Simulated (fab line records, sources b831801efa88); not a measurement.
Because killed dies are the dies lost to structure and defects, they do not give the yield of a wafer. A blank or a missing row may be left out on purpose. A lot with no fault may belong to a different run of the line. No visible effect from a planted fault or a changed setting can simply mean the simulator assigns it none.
What tool caused it? | flow sky130 | at 1 step of a route of 708, 11 lots with 33 wafers sampled

WHAT THE GAUGES SHOWED, per wafer
SKY_VT_ADJUST_LVTN_OVL_MEAS_18. Usual: VT_ADJUST_LVTN_01_OVL 0.4 nm, standard deviation 1.4.
lot  | measured     | on         | VT_ADJUST_LVTN_01_OVL (nm) | flag
L674 | day 8 03:00  | overlay-02 | 1.1 0.4 2.2                | 
L675 | day 8 10:00  | overlay-02 | 1.5 2.3 1.5                | 
L676 | day 8 11:50  | overlay-02 | 1.8 1.4 1.0                | 
L677 | day 8 18:33  | overlay-01 | 0.6 0.2 -0.2               | 
L678 | day 9 04:18  | overlay-02 | 2.4 1.6 2.3                | 
L679 | day 9 11:54  | overlay-01 | 0.7 0.2 -1.0               | 
L680 | day 9 12:51  | overlay-01 | -0.8 -1.4 -1.2             | 
L681 | day 9 20:00  | overlay-01 | 2.3 1.4 2.2                | 
L682 | day 10 02:34 | overlay-01 | 1.0 0.8 0.3                | 
L683 | day 10 09:13 | overlay-01 | 1.8 1.9 -0.1               | 
L684 | day 10 15:38 | overlay-01 | -0.8 0.5 0.7               | 

TOOL THAT RAN EACH LOT (tool first, then ch and the chambers of the sampled wafers, then the start)
The record shows no process step preceding these readings.

WHAT THE TOOLS THEMSELVES READ (means of the sampled wafers that have a number; where no wafer has one, the mark that the record gives instead)
The record holds no such reading with a usual standard deviation.

THE ANSWER, worked out from the rows above alone
Rule: take the mean of a lot's wafers that have a number; if it is more than 3 standard deviations from the usual mean, the lot is off. A lot without any number at a reading at which 4 lots or more have one is off too. Where the step has rows for the other lots, those lots are counted as sound. Order of review: gauges by route order, followed by the tools' own readings, for which a lot's mean as printed above is used. The first step at which some lot is off is used, and at that step the reading that is off furthest; a lot without a number counts as furthest.
None of the lots is off at any reading shown; this tells nothing.

WHAT THE SIMULATOR HAD PUT IN
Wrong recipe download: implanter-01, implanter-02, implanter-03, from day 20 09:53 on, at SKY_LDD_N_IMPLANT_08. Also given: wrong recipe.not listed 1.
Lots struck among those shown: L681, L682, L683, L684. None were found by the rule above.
